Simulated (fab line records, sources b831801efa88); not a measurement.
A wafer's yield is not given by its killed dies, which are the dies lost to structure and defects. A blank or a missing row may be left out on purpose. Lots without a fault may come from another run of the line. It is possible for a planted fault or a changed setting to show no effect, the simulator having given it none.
fab line records	flow sky130
record lots=13	wafers=39	lastDay=50
route steps=708 shown VIA4@658 METAL5@664 PAD_OPEN@708
lots that met no fault: from a run of the same line without faults
startH: start of the lot's first displayed wafer, in hours after the record's first day	waitH: how many hours have passed since the lot's step before this one	" same as the row above	L1.1+2: a row that stands for several wafers	- no value, or no start was given	* or withheld: withheld	< > ~ a bound
route shown NAME@n: NAME is a module with steps in the file, n the number in the route of the first one	usual: mean/standard deviation taken from wafers without a fault	same: alike in all rows	chamber/n: place in a boat	sites: readings site by site	_std_site: standard deviation across them	_edge_site: outer sites' mean less inner sites'	radiusMm: for every site, how far away it sits from the centre of the wafer	mask NAME#n: copy n	behind: the tool/chamber that last shaped the wafer	hold: why the lot was held/for how many hours/how that ended	device: transistor that didn't switch, given as n, p or np	end of line: at the end of the route, the tests of the same wafers	a step without rows: its recipe alone	killed: at the first sort, the dies lost to defects and structure; wafer yield is something else	map: dies across one wafer; x = killed, . = not, _ = none there
set.NAME: the setting that was run; set.NAME@STEP: the one run at that earlier step	model.NAME: the simulator's own value behind a step, which no gauge read
steps of the route over a sample of lots; a table a step, a row a wafer
services: the hour from which a tool's chamber was out of use, counted from the record's first day as startH (under 0 if before that day), plus the number of hours and why
## steps
# step SKY_VIA4_RS_MEAS_19
# recipe thkMeasGauge=four-point-probe	reads=W_of_VIA4_CVD_18+TiN_of_VIA4_SPUTTER_17
# usual VIA4_W_RS=0.223/0.0058
lot.wafer	tool	chamber	startH	waitH	VIA4_W_RS[ohm/sq]
L368.2	filmMetro-02	-	1023.46	0.1	0.229
L368.3	"	-	"	"	0.233
L368.4	"	-	"	"	0.232
L369.1	filmMetro-02	-	1026.80	0.1	0.234
L369.5	"	-	"	"	0.232
L369.6	"	-	"	"	0.229
L371.2	filmMetro-03	-	1035.49	0.1	0.223
L371.3	"	-	"	"	0.220
L371.4	"	-	"	"	0.215
L373.2	filmMetro-03	-	1041.47	0.1	0.224
L373.4	"	-	"	"	0.224
L373.6	"	-	"	"	0.226
L374.2	filmMetro-01	-	1044.75	0.1	0.216
L374.3	"	-	"	"	0.217
L374.4	"	-	"	"	0.221
L375.3	filmMetro-02	-	1058.81	0.1	0.228
L375.4	"	-	"	"	0.228
L375.5	"	-	"	"	0.228
L377.1	filmMetro-01	-	1072.20	0.1	0.222
L377.2	"	-	"	"	0.215
L377.5	"	-	"	"	0.215
L378.1	filmMetro-01	-	1080.41	0.1	0.223
L378.3	"	-	"	"	0.215
L378.6	"	-	"	"	0.220
L379.1	filmMetro-01	-	1081.61	0.1	0.220
L379.2	"	-	"	"	0.213
L379.6	"	-	"	"	0.220
L383.4	filmMetro-03	-	1120.18	0.1	0.218
L383.5	"	-	"	"	0.220
L383.6	"	-	"	"	0.214
L385.4	filmMetro-03	-	1120.46	0.1	0.214
L385.5	"	-	"	"	0.224
L385.6	"	-	"	"	0.215
L384.1	filmMetro-01	-	1123.96	0.1	0.229
L384.2	"	-	"	"	0.229
L384.6	"	-	"	"	0.226
L388.1	filmMetro-03	-	1153.06	0.1	0.223
L388.5	"	-	"	"	0.221
L388.6	"	-	"	"	0.215
# step SKY_VIA4_THK_MEAS_20
# recipe thkMeasGauge=xrf	reads=W_of_VIA4_CVD_18
# usual VIA4_W_THK=520/14
lot.wafer	tool	chamber	startH	waitH	VIA4_W_THK[nm]
L368.2	filmMetro-02	-	1023.57	0.1	508
L368.3	"	-	"	"	495
L368.4	"	-	"	"	503
L369.1	filmMetro-02	-	1026.92	0.1	492
L369.5	"	-	"	"	499
L369.6	"	-	"	"	507
L371.2	filmMetro-03	-	1035.60	0.1	517
L371.3	"	-	"	"	524
L371.4	"	-	"	"	535
L373.2	filmMetro-03	-	1041.58	0.1	514
L373.4	"	-	"	"	514
L373.6	"	-	"	"	510
L374.2	filmMetro-01	-	1044.86	0.1	542
L374.3	"	-	"	"	539
L374.4	"	-	"	"	528
L375.3	filmMetro-02	-	1058.91	0.1	513
L375.4	"	-	"	"	515
L375.5	"	-	"	"	514
L377.1	filmMetro-01	-	1072.32	0.1	521
L377.2	"	-	"	"	537
L377.5	"	-	"	"	535
L378.1	filmMetro-01	-	1080.53	0.1	523
L378.3	"	-	"	"	539
L378.6	"	-	"	"	527
L379.1	filmMetro-01	-	1081.73	0.1	529
L379.2	"	-	"	"	544
L379.6	"	-	"	"	524
L383.4	filmMetro-03	-	1120.27	0.1	525
L383.5	"	-	"	"	521
L383.6	"	-	"	"	534
L385.4	filmMetro-03	-	1120.55	0.1	533
L385.5	"	-	"	"	513
L385.6	"	-	"	"	534
L384.1	filmMetro-01	-	1124.08	0.1	503
L384.2	"	-	"	"	501
L384.6	"	-	"	"	508
L388.1	filmMetro-03	-	1153.18	0.1	513
L388.5	"	-	"	"	515
L388.6	"	-	"	"	536
# step SKY_METAL5_SPUTTER_03
# recipe material=Ti	targetThkNm=5	powerW=3000	timeS=3.3	chamberPressurePa=0.4
# usual chamberPressurePa=0.3999/0.00074	throttleValvePct=30.7/1.1
lot.wafer	tool	chamber	startH	waitH	chamberPressurePa	throttleValvePct
L368.2	pvdSputter-02	-	1024.02	0.0	0.4011	30.0
L368.3	"	-	"	"	0.4002	29.4
L368.4	"	-	"	"	0.3998	32.2
L369.1	pvdSputter-01	-	1027.38	0.0	0.3992	30.4
L369.5	"	-	"	"	0.3998	31.3
L369.6	"	-	"	"	0.3993	32.4
L371.2	pvdSputter-01	-	1036.05	0.0	0.3990	32.4
L371.3	"	-	"	"	0.4009	30.7
L371.4	"	-	"	"	0.3997	31.1
L373.2	pvdSputter-02	-	1042.03	0.0	0.3999	29.9
L373.4	"	-	"	"	0.3996	32.1
L373.6	"	-	"	"	0.3995	29.3
L374.2	pvdSputter-02	-	1045.31	0.0	0.4002	31.8
L374.3	"	-	"	"	0.3981	31.9
L374.4	"	-	"	"	0.4013	30.2
L375.3	pvdSputter-03	-	1059.35	0.0	0.3983	29.6
L375.4	"	-	"	"	0.3999	29.8
L375.5	"	-	"	"	0.3996	29.5
L377.1	pvdSputter-03	-	1072.78	0.0	0.3993	31.0
L377.2	"	-	"	"	0.4004	29.3
L377.5	"	-	"	"	0.4005	29.2
L378.1	pvdSputter-02	-	1080.99	0.0	0.4003	31.3
L378.3	"	-	"	"	0.3987	32.3
L378.6	"	-	"	"	0.4012	31.5
L379.1	pvdSputter-03	-	1082.19	0.0	0.4011	29.4
L379.2	"	-	"	"	0.3996	29.1
L379.6	"	-	"	"	0.3983	30.8
L383.4	pvdSputter-03	-	1120.70	0.0	0.3488	31.0
L383.5	"	-	"	"	0.3494	31.8
L383.6	"	-	"	"	0.3499	31.2
L385.4	pvdSputter-02	-	1121.00	0.0	0.4013	30.0
L385.5	"	-	"	"	0.3990	30.2
L385.6	"	-	"	"	0.4008	31.4
L384.1	pvdSputter-02	-	1124.54	0.0	0.4002	31.7
L384.2	"	-	"	"	0.3996	32.1
L384.6	"	-	"	"	0.3999	29.3
L388.1	pvdSputter-03	-	1153.64	0.0	0.3507	31.4
L388.5	"	-	"	"	0.3497	31.2
L388.6	"	-	"	"	0.3496	33.2
# step SKY_METAL5_THK_MEAS_06
# recipe thkMeasGauge=xrf	reads=AlCu_of_METAL5_SPUTTER_02
# usual METAL5_ALCU_THK=1129/14
lot.wafer	tool	chamber	startH	waitH	METAL5_ALCU_THK[nm]
L368.2	filmMetro-04	-	1024.22	0.1	1137
L368.3	"	-	"	"	1131
L368.4	"	-	"	"	1132
L369.1	filmMetro-04	-	1027.57	0.1	1128
L369.5	"	-	"	"	1134
L369.6	"	-	"	"	1122
L371.2	filmMetro-03	-	1036.24	0.1	1132
L371.3	"	-	"	"	1136
L371.4	"	-	"	"	1140
L373.2	filmMetro-04	-	1042.23	0.1	1132
L373.4	"	-	"	"	1126
L373.6	"	-	"	"	1117
L374.2	filmMetro-04	-	1045.51	0.1	1123
L374.3	"	-	"	"	1127
L374.4	"	-	"	"	1131
L375.3	filmMetro-04	-	1059.56	0.1	1154
L375.4	"	-	"	"	1160
L375.5	"	-	"	"	1163
L377.1	filmMetro-01	-	1072.97	0.1	1148
L377.2	"	-	"	"	1164
L377.5	"	-	"	"	1139
L378.1	filmMetro-01	-	1081.18	0.1	1136
L378.3	"	-	"	"	1135
L378.6	"	-	"	"	1128
L379.1	filmMetro-01	-	1082.38	0.1	1135
L379.2	"	-	"	"	1126
L379.6	"	-	"	"	1116
L383.4	filmMetro-01	-	1120.91	0.1	1138
L383.5	"	-	"	"	1125
L383.6	"	-	"	"	1126
L385.4	filmMetro-03	-	1121.21	0.1	1113
L385.5	"	-	"	"	1120
L385.6	"	-	"	"	1118
L384.1	filmMetro-01	-	1124.73	0.1	1126
L384.2	"	-	"	"	1127
L384.6	"	-	"	"	1132
L388.1	filmMetro-04	-	1153.83	0.1	1149
L388.5	"	-	"	"	1152
L388.6	"	-	"	"	1150
# step SKY_PAD_OPEN_PROBE_99
# usual defectLimitedYield=82.5/2.1	killed_at_M0_to_M3=43/6.8	killed_at_M4_up=3.2/1.7	killedAtContacts=24/5.6	killedAtFrontEnd=15/4.7	killedAtOther=0.3/0.59	killedDies=86/10	killedOpen=47/6.8	killedShort=39/6.4	sort_bin_3_pad_short=0.9/0.42	sort_bin_5_function=10.5/1.6	sort_bin_6_memory=6.2/1.1	sortNPass=406/10	sortYieldPct=82.5/2.1
# same grossDies=492	killedAtBackSide=0	sort_bin_4_leakage[%]=0	sort_bin_8_speed[%]=0
lot.wafer	tool	chamber	startH	waitH	defectLimitedYield[%]	killed_at_M0_to_M3	killed_at_M4_up	killedAtContacts	killedAtFrontEnd	killedAtOther	killedDies	killedOpen	killedShort	sort_bin_3_pad_short[%]	sort_bin_5_function[%]	sort_bin_6_memory[%]	sortNPass	sortYieldPct[%]
L368.2	prober-01	-	1091.81	0.1	84.3	40	5	15	17	0	77	40	37	0	10.4	5.3	415	84.3
L368.3	prober-01	-	1091.86	0.2	82.7	43	3	20	18	1	85	49	36	0.8	10.4	6.1	407	82.7
L368.4	prober-01	-	1091.91	0.2	84.6	39	3	19	15	0	76	47	28	0.8	10.4	4.3	416	84.6
L369.1	prober-01	-	1096.90	0.1	84.1	36	3	27	12	0	78	41	37	0.6	9.8	5.5	414	84.1
L369.5	prober-01	-	1097.10	0.2	79.9	42	4	28	24	1	99	50	47	1.2	12.4	6.5	393	79.9
L369.6	prober-01	-	1097.15	0.2	81.7	49	1	25	15	0	90	44	46	1.8	12.0	4.5	402	81.7
L371.2	prober-02	-	1104.01	0.1	85.8	40	2	17	11	0	70	42	28	0.2	8.9	5.1	422	85.8
L371.3	prober-02	-	1104.06	0.2	84.3	38	4	17	17	1	77	39	38	1.0	9.8	4.9	415	84.3
L371.4	prober-02	-	1104.11	0.2	84.3	34	1	23	19	0	77	50	27	0.6	8.5	6.5	415	84.3
L373.2	prober-02	-	1107.32	0.1	83.1	40	3	22	17	1	83	47	35	0.6	10.4	5.9	409	83.1
L373.4	prober-02	-	1107.42	0.2	83.1	36	1	24	21	1	83	46	37	0.6	9.8	6.5	409	83.1
L373.6	prober-02	-	1107.52	0.2	84.6	44	2	17	13	0	76	35	41	0.8	9.3	5.3	416	84.6
L374.2	prober-01	-	1111.40	0.1	80.9	49	2	31	12	0	94	56	38	1.2	11.2	6.7	398	80.9
L374.3	prober-01	-	1111.45	0.2	85.0	31	3	25	15	0	74	43	31	0.8	8.1	6.1	418	85.0
L374.4	prober-01	-	1111.50	0.2	79.1	53	3	27	19	1	103	54	48	0.8	13.0	7.1	389	79.1
L375.3	prober-02	-	1124.11	0.2	78.5	56	6	21	23	0	106	59	47	1.6	12.4	7.5	386	78.5
L375.4	prober-02	-	1124.16	0.2	78.7	61	3	18	22	1	105	57	47	1.2	13.0	7.1	387	78.7
L375.5	prober-02	-	1124.21	0.2	78.3	57	3	24	23	0	107	57	50	0.8	10.8	10.2	385	78.3
L377.1	prober-02	-	1135.69	0.1	81.5	49	2	28	12	0	91	50	41	0.8	10.8	6.9	401	81.5
L377.2	prober-02	-	1135.74	0.1	83.5	36	4	25	15	1	81	48	33	0.4	9.1	6.9	411	83.5
L377.5	prober-02	-	1135.89	0.2	81.9	40	0	31	18	0	89	46	42	0.8	11.6	5.7	403	81.9
L378.1	prober-01	-	1144.31	0.1	82.3	53	3	15	16	0	87	43	43	1.8	8.9	6.9	405	82.3
L378.3	prober-01	-	1144.41	0.2	78.5	58	5	25	18	0	106	55	51	0.4	13.4	7.7	386	78.5
L378.6	prober-01	-	1144.56	0.2	82.9	47	5	18	14	0	84	47	37	0.4	10.2	6.5	408	82.9
L379.1	prober-02	-	1145.31	0.1	80.9	38	7	38	11	0	94	46	48	0.8	12.6	5.7	398	80.9
L379.2	prober-02	-	1145.36	0.1	84.8	37	5	23	10	0	75	48	27	0.4	9.6	5.3	417	84.8
L379.6	prober-02	-	1145.56	0.2	85.2	35	3	17	18	0	73	39	34	0.8	8.3	5.7	419	85.2
L383.4	prober-01	-	1179.13	0.2	84.3	32	2	19	24	0	77	45	32	0.6	10.2	4.9	415	84.3
L383.5	prober-01	-	1179.18	0.2	79.1	35	7	32	29	0	103	61	42	1.6	13.8	5.5	389	79.1
L383.6	prober-01	-	1179.23	0.2	85.2	31	1	25	16	0	73	41	32	1.2	8.3	5.3	419	85.2
L385.4	prober-02	-	1180.71	0.2	83.9	37	1	25	16	0	79	42	37	0.6	8.9	6.5	413	83.9
L385.5	prober-02	-	1180.76	0.2	83.5	45	1	24	11	0	81	41	40	0.4	10.8	5.3	411	83.5
L385.6	prober-02	-	1180.81	0.2	87.2	31	1	21	10	0	63	29	34	0.4	7.3	5.1	429	87.2
L384.1	prober-02	-	1182.06	0.1	81.9	41	3	23	21	1	89	45	44	2.0	10.2	5.9	403	81.9
L384.2	prober-02	-	1182.11	0.1	83.9	32	3	25	19	0	79	47	32	0.6	10.4	5.1	413	83.9
L384.6	prober-02	-	1182.31	0.2	84.3	37	3	23	13	1	77	46	31	0.4	8.7	6.5	415	84.3
L388.1	prober-02	-	1206.11	0.1	83.3	39	2	23	18	0	82	51	31	1.6	9.8	5.3	410	83.3
L388.5	prober-02	-	1206.31	0.2	80.1	47	6	26	19	0	98	49	49	1.0	12.0	6.9	394	80.1
L388.6	prober-02	-	1206.36	0.2	80.7	48	1	31	15	0	95	48	47	0.6	12.2	6.5	397	80.7
# killed by level:class
L368.2 CONTACT:geometricParticle:open=9 VIA2:geometricParticle:open=8 FIELD_ISO:geometricParticle:short=7 VIA1:geometricParticle:open=6 METAL2:geometricParticle:short=5 POLY_GATE:geometricParticle:short=5 VIA3:geometricParticle:open=5 LI_CONTACT:geometricParticle:open=5
L368.3 VIA1:geometricParticle:short=8 VIA1:geometricParticle:open=8 VIA2:geometricParticle:open=8 LI_CONTACT:geometricParticle:open=7 METAL2:geometricParticle:short=6 VIA3:geometricParticle:open=6 FIELD_ISO:geometricParticle:open=5 SPACER:geometricParticle:open=4
L368.4 VIA1:geometricParticle:open=10 FIELD_ISO:geometricParticle:open=9 CONTACT:geometricParticle:open=8 VIA2:geometricParticle:open=6 VIA3:geometricParticle:open=6 VIA1:geometricParticle:short=5 METAL2:geometricParticle:short=5 LI_CONTACT:geometricParticle:open=4
L369.1 LI_CONTACT:geometricParticle:open=12 CONTACT:geometricParticle:open=6 METAL2:geometricParticle:short=6 VIA1:geometricParticle:open=6 FIELD_ISO:geometricParticle:short=5 VIA2:geometricParticle:short=4 VIA2:geometricParticle:open=4 VIA3:geometricParticle:open=4
L369.5 VIA1:geometricParticle:open=11 VIA3:geometricParticle:open=8 CONTACT:geometricParticle:open=7 FIELD_ISO:geometricParticle:short=5 LI_CONTACT:geometricParticle:open=5 LI_CONTACT:geometricParticle:short=5 CONTACT:geometricParticle:short=5 POLY_GATE:geometricParticle:short=4
L369.6 LI_CONTACT:geometricParticle:open=10 VIA2:geometricParticle:open=9 METAL3:geometricParticle:short=7 VIA2:geometricParticle:short=6 CONTACT:geometricParticle:short=5 CONTACT:geometricParticle:open=5 VIA1:geometricParticle:open=5 METAL2:geometricParticle:short=5
L371.2 VIA1:geometricParticle:open=14 CONTACT:geometricParticle:open=9 VIA2:geometricParticle:open=6 METAL2:geometricParticle:short=6 CONTACT:geometricParticle:short=4 METAL1:geometricParticle:short=4 POLY_GATE:geometricParticle:open=3 POLY_GATE:geometricParticle:short=3
L371.3 FIELD_ISO:geometricParticle:open=8 METAL1:geometricParticle:short=7 LI_CONTACT:geometricParticle:open=5 VIA1:geometricParticle:open=5 CONTACT:geometricParticle:open=5 METAL2:geometricParticle:short=5 VIA2:geometricParticle:open=5 CONTACT:geometricParticle:short=4
L371.4 VIA1:geometricParticle:open=13 CONTACT:geometricParticle:open=11 LI_CONTACT:geometricParticle:open=7 FIELD_ISO:geometricParticle:short=6 FIELD_ISO:geometricParticle:open=4 POLY_GATE:geometricParticle:short=4 CONTACT:geometricParticle:short=4 METAL2:geometricParticle:open=4
L373.2 CONTACT:geometricParticle:open=11 VIA3:geometricParticle:open=9 VIA2:geometricParticle:open=8 VIA1:geometricParticle:open=7 CONTACT:geometricParticle:short=6 FIELD_ISO:geometricParticle:open=4 FIELD_ISO:geometricParticle:short=4 METAL3:geometricParticle:short=4
L373.4 CONTACT:geometricParticle:open=11 FIELD_ISO:geometricParticle:short=9 VIA1:geometricParticle:open=9 LI_CONTACT:geometricParticle:open=6 VIA1:geometricParticle:short=5 METAL2:geometricParticle:short=5 FIELD_ISO:geometricParticle:open=4 POLY_GATE:geometricParticle:open=4
L373.6 VIA1:geometricParticle:open=9 METAL1:geometricParticle:short=8 CONTACT:geometricParticle:open=6 VIA1:geometricParticle:short=6 FIELD_ISO:geometricParticle:short=5 METAL3:geometricParticle:short=5 LI_CONTACT:geometricParticle:open=5 FIELD_ISO:geometricParticle:open=4
L374.2 CONTACT:geometricParticle:open=13 VIA1:geometricParticle:open=13 LI_CONTACT:geometricParticle:open=10 VIA2:geometricParticle:open=7 METAL2:geometricParticle:short=7 METAL1:geometricParticle:short=5 FIELD_ISO:geometricParticle:open=4 CONTACT:geometricParticle:short=4
L374.3 CONTACT:geometricParticle:open=10 VIA1:geometricParticle:open=9 METAL1:geometricParticle:short=6 POLY_GATE:geometricParticle:open=6 LI_CONTACT:geometricParticle:open=6 LOCAL_INTERCONNECT:geometricParticle:short=5 METAL2:geometricParticle:short=5 VIA2:geometricParticle:open=4
L374.4 VIA1:geometricParticle:open=16 CONTACT:geometricParticle:open=10 METAL2:geometricParticle:short=8 LI_CONTACT:geometricParticle:open=7 VIA3:geometricParticle:open=6 FIELD_ISO:geometricParticle:open=5 POLY_GATE:geometricParticle:short=5 METAL1:geometricParticle:short=5
L375.3 VIA2:geometricParticle:open=12 VIA1:geometricParticle:open=10 METAL1:geometricParticle:short=8 CONTACT:geometricParticle:open=7 VIA3:geometricParticle:short=6 FIELD_ISO:geometricParticle:open=5 POLY_GATE:geometricParticle:short=5 POLY_GATE:geometricParticle:open=5
L375.4 VIA1:geometricParticle:open=13 VIA2:geometricParticle:open=8 METAL1:geometricParticle:short=7 FIELD_ISO:geometricParticle:open=6 POLY_GATE:geometricParticle:open=6 VIA3:geometricParticle:open=6 METAL2:geometricParticle:short=6 POLY_GATE:geometricParticle:short=5
L375.5 FIELD_ISO:geometricParticle:short=10 VIA1:geometricParticle:open=10 LI_CONTACT:geometricParticle:open=10 VIA3:geometricParticle:open=8 METAL2:geometricParticle:short=8 VIA2:geometricParticle:open=8 VIA1:geometricParticle:short=7 CONTACT:geometricParticle:open=6
L377.1 CONTACT:geometricParticle:open=11 VIA1:geometricParticle:open=10 LI_CONTACT:geometricParticle:open=9 METAL1:geometricParticle:short=9 METAL2:geometricParticle:short=6 VIA2:geometricParticle:open=5 VIA3:geometricParticle:open=4 LI_CONTACT:geometricParticle:short=4
L377.2 VIA2:geometricParticle:open=7 POLY_GATE:geometricParticle:open=6 LI_CONTACT:geometricParticle:open=6 VIA1:geometricParticle:open=6 VIA3:geometricParticle:open=5 CONTACT:geometricParticle:open=5 METAL1:geometricParticle:short=4 LI_CONTACT:geometricParticle:short=4
L377.5 CONTACT:geometricParticle:open=12 LI_CONTACT:geometricParticle:open=11 VIA1:geometricParticle:short=9 METAL1:geometricParticle:short=6 VIA2:geometricParticle:open=6 VIA3:geometricParticle:open=6 POLY_GATE:geometricParticle:short=5 SPACER:geometricParticle:short=4
L378.1 VIA1:geometricParticle:open=15 METAL1:geometricParticle:short=8 VIA2:geometricParticle:open=8 METAL2:geometricParticle:short=6 FIELD_ISO:geometricParticle:open=5 LI_CONTACT:geometricParticle:open=4 LOCAL_INTERCONNECT:geometricParticle:short=4 VIA2:geometricParticle:short=4
L378.3 VIA1:geometricParticle:open=13 VIA3:geometricParticle:open=10 CONTACT:geometricParticle:open=9 LI_CONTACT:geometricParticle:open=8 METAL1:geometricParticle:short=8 POLY_GATE:geometricParticle:short=7 VIA1:geometricParticle:short=7 METAL2:geometricParticle:short=7
L378.6 VIA3:geometricParticle:open=9 VIA1:geometricParticle:open=8 METAL2:geometricParticle:short=7 VIA2:geometricParticle:open=7 LI_CONTACT:geometricParticle:open=6 METAL1:geometricParticle:short=6 POLY_GATE:geometricParticle:open=5 CONTACT:geometricParticle:open=5
L379.1 VIA1:geometricParticle:open=12 CONTACT:geometricParticle:open=12 LOCAL_INTERCONNECT:geometricParticle:short=10 CONTACT:geometricParticle:short=7 VIA3:geometricParticle:open=6 METAL2:geometricParticle:short=5 METAL4:geometricParticle:short=5 FIELD_ISO:geometricParticle:open=4
L379.2 VIA3:geometricParticle:open=9 LI_CONTACT:geometricParticle:open=8 CONTACT:geometricParticle:open=7 VIA1:geometricParticle:open=7 VIA2:geometricParticle:open=5 LOCAL_INTERCONNECT:geometricParticle:short=4 METAL4:geometricParticle:short=4 VIA3:geometricParticle:short=3
L379.6 FIELD_ISO:geometricParticle:short=6 CONTACT:geometricParticle:open=6 VIA2:geometricParticle:open=6 FIELD_ISO:geometricParticle:open=5 VIA1:geometricParticle:open=5 VIA3:geometricParticle:open=5 VIA1:geometricParticle:short=4 LI_CONTACT:geometricParticle:short=3
L383.4 VIA1:geometricParticle:open=10 CONTACT:geometricParticle:open=9 FIELD_ISO:geometricParticle:open=8 POLY_GATE:geometricParticle:open=5 POLY_GATE:geometricParticle:short=5 LOCAL_INTERCONNECT:geometricParticle:short=5 METAL2:geometricParticle:short=4 VIA3:geometricParticle:short=4
L383.5 CONTACT:geometricParticle:open=14 POLY_GATE:geometricParticle:open=9 VIA1:geometricParticle:open=9 CONTACT:geometricParticle:short=9 FIELD_ISO:geometricParticle:open=8 METAL2:geometricParticle:short=7 LI_CONTACT:geometricParticle:open=6 METAL4:geometricParticle:short=6
L383.6 CONTACT:geometricParticle:open=14 VIA1:geometricParticle:open=7 POLY_GATE:geometricParticle:short=5 FIELD_ISO:geometricParticle:short=4 LI_CONTACT:geometricParticle:open=4 LOCAL_INTERCONNECT:geometricParticle:short=4 METAL1:geometricParticle:short=4 VIA3:geometricParticle:open=4
L385.4 CONTACT:geometricParticle:open=10 LOCAL_INTERCONNECT:geometricParticle:short=6 VIA1:geometricParticle:open=6 VIA2:geometricParticle:open=6 VIA3:geometricParticle:open=6 METAL2:geometricParticle:short=5 FIELD_ISO:geometricParticle:short=4 POLY_GATE:geometricParticle:open=4
L385.5 METAL2:geometricParticle:short=10 VIA3:geometricParticle:open=9 CONTACT:geometricParticle:open=8 LI_CONTACT:geometricParticle:open=7 LOCAL_INTERCONNECT:geometricParticle:short=6 VIA1:geometricParticle:open=5 VIA1:geometricParticle:short=5 METAL1:geometricParticle:short=4
L385.6 METAL2:geometricParticle:short=11 LOCAL_INTERCONNECT:geometricParticle:short=7 CONTACT:geometricParticle:open=7 LI_CONTACT:geometricParticle:open=6 METAL1:geometricParticle:short=6 VIA3:geometricParticle:open=6 POLY_GATE:geometricParticle:open=3 VIA1:geometricParticle:short=3
L384.1 POLY_GATE:geometricParticle:short=8 CONTACT:geometricParticle:open=8 CONTACT:geometricParticle:short=7 VIA1:geometricParticle:open=7 VIA3:geometricParticle:open=7 VIA2:geometricParticle:open=6 METAL1:geometricParticle:short=5 METAL2:geometricParticle:short=4
L384.2 CONTACT:geometricParticle:open=11 LI_CONTACT:geometricParticle:open=6 VIA2:geometricParticle:open=6 VIA1:geometricParticle:open=6 FIELD_ISO:geometricParticle:open=4 LOCAL_INTERCONNECT:geometricParticle:short=4 VIA3:geometricParticle:open=4 POLY_GATE:geometricParticle:short=3
L384.6 VIA1:geometricParticle:open=11 CONTACT:geometricParticle:open=9 VIA1:geometricParticle:short=7 VIA3:geometricParticle:open=6 CONTACT:geometricParticle:short=5 METAL1:geometricParticle:short=4 METAL2:geometricParticle:short=4 FIELD_ISO:geometricParticle:open=3
L388.1 VIA1:geometricParticle:open=12 CONTACT:geometricParticle:open=11 LI_CONTACT:geometricParticle:open=7 POLY_GATE:geometricParticle:open=6 METAL2:geometricParticle:short=6 METAL1:geometricParticle:short=5 VIA3:geometricParticle:open=5 POLY_GATE:geometricParticle:short=4
L388.5 FIELD_ISO:geometricParticle:short=10 VIA2:geometricParticle:open=10 CONTACT:geometricParticle:open=9 VIA1:geometricParticle:open=9 LI_CONTACT:geometricParticle:open=8 VIA1:geometricParticle:short=7 METAL3:geometricParticle:short=5 METAL4:geometricParticle:short=5
L388.6 LI_CONTACT:geometricParticle:open=8 VIA1:geometricParticle:open=8 CONTACT:geometricParticle:open=8 METAL2:geometricParticle:short=8 VIA2:geometricParticle:open=8 CONTACT:geometricParticle:short=7 METAL1:geometricParticle:short=7 LOCAL_INTERCONNECT:geometricParticle:short=5
## services
tool	chamber	startH	hours	kind
pvdSputter-03	-	1059.42	3.0	repair
pvdSputter-02	-	1108.06	4.8	repair
pvdSputter-03	-	1113.77	1.7	repair
## key
firstSign step=SKY_METAL5_SPUTTER_03	reading=chamberPressurePa	direction=down	sigmas=68	usual=0.3999	struck=0.3497
effect none on later readings
metAt SKY_METAL5_SPUTTER_03
struckLots L383,L388
notActingAt SKY_VIA4_RS_MEAS_19,SKY_VIA4_THK_MEAS_20,SKY_METAL5_THK_MEAS_06
onsetBetween 1082.19 1120.70
fault kind=processParameterDrift	tool=pvdSputter-03	chamber=-	onsetH=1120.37	steps=SKY_METAL5_SPUTTER_03	channel=chamberPressurePa	offset=-0.049712	shape=step	endH=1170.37	actsIn=theseRecipesOnly	stated=0.4
